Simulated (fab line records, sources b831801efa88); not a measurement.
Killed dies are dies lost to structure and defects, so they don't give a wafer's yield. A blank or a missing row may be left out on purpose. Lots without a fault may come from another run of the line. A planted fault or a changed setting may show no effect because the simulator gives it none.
Which tool did it? | flow gf180mcu | 7 lots, 21 wafers sampled, at 5 steps of a route of 602

WHAT THE GAUGES READ, wafer by wafer
GF_M1_CD_MEAS_14: target cd 230 nm.
lot  | measured     | on        | cd_nm (nm)
L692 | day 16 10:49 | cd_sem-02 | 228.8 229.3 229.3
L695 | day 17 15:28 | cd_sem-01 | 228.9 229.5 230.1
L697 | day 20 21:13 | cd_sem-02 | 230.2 230.7 232.0
L699 | day 21 02:50 | cd_sem-01 | 228.5 229.3 228.9
L702 | day 21 09:29 | cd_sem-01 | 228.8 227.6 228.8
L706 | day 23 00:02 | cd_sem-02 | 133.6 229.3 133.4 133.6 229.5 133.4
L708 | day 23 17:33 | cd_sem-01 | 135.6 229.6 134.3 135.8 229.2 134.5

WHICH TOOL RAN EACH LOT (tool, then ch and the chambers of the sampled wafers, then the start)
lot  | GF_CONTACT_SPUTTER_22        | GF_CONTACT_CVD_24             | GF_M1_SPUTTER_00             | GF_M1_EXPOSE_11
L692 | pvd_sputter-01, day 15 12:59 | cvd_w-01 ch 0,1, day 15 13:05 | pvd_sputter-04, day 15 13:40 | krf_scanner-02 ch 0, day 16 00:14
L695 | pvd_sputter-03, day 16 15:22 | cvd_w-02 ch 0,1, day 16 15:28 | pvd_sputter-01, day 16 16:02 | krf_scanner-01 ch 0, day 17 04:07
L697 | pvd_sputter-03, day 19 19:34 | cvd_w-02 ch 0,1, day 19 19:40 | pvd_sputter-01, day 19 20:15 | krf_scanner-01 ch 0, day 20 09:14
L699 | pvd_sputter-03, day 20 02:07 | cvd_w-01 ch 0,1, day 20 02:15 | pvd_sputter-01, day 20 02:48 | krf_scanner-02 ch 0, day 20 14:40
L702 | pvd_sputter-03, day 20 08:27 | cvd_w-01 ch 0,1, day 20 08:33 | pvd_sputter-01, day 20 09:08 | krf_scanner-02 ch 0, day 20 21:36
L706 | pvd_sputter-01, day 21 23:39 | cvd_w-01 ch 0,1, day 21 23:45 | pvd_sputter-04, day 22 00:20 | krf_scanner-02 ch 0, day 22 12:53
L708 | pvd_sputter-04, day 22 18:17 | cvd_w-02 ch 0,1, day 22 18:23 | pvd_sputter-02, day 22 18:58 | krf_scanner-02 ch 0, day 23 06:26
- GF_CONTACT_SPUTTER_22: material Ti, target thk 15 nm, time 80.02 s.
- GF_CONTACT_CVD_24: deposits W, target thk 300 nm, time 90.339 s.
- GF_M1_SPUTTER_00: material Ti, target thk 37.5 nm, time 150 s.
- GF_M1_EXPOSE_11: exposes mask Metal1, target cd 230 nm.

THE ANSWER, worked out from the rows above alone
Rule: what is usual is taken from the lots themselves. Put in order of their means at a reading, lots are off if they are a third of the lots or fewer, leave a main group of 4 or more, and stand apart from it by a gap of 3 or more times the standard deviation of the main group's means; of several such gaps the widest counts. A main group whose means are all the same, to the digits that the tables above print for the reading, isn't used. A lot without any number at a reading at which 4 lots or more have one is off too. The other lots that the step has rows for count as sound.
Off: L706, L708, at GF_M1_CD_MEAS_14 (cd_nm). The main group: mean 229.4 nm, standard deviation 0.87.
A tool fits if, at a process step before that reading, it ran every lot that is off, and no sound lot after the first of them. The gauges at GF_M1_CD_MEAS_14 are tried like those tools. One fits: krf_scanner-02 at GF_M1_EXPOSE_11. Its last sound lot is L702 (day 20 21:36), its first lot that is off L706 (day 22 12:53): a fault that began between those two fits.

WHAT THE SIMULATOR HAD PUT IN
Process parameter drift: krf_scanner-02, from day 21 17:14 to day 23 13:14, at GF_M1_EXPOSE_11. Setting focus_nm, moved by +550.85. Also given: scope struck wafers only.
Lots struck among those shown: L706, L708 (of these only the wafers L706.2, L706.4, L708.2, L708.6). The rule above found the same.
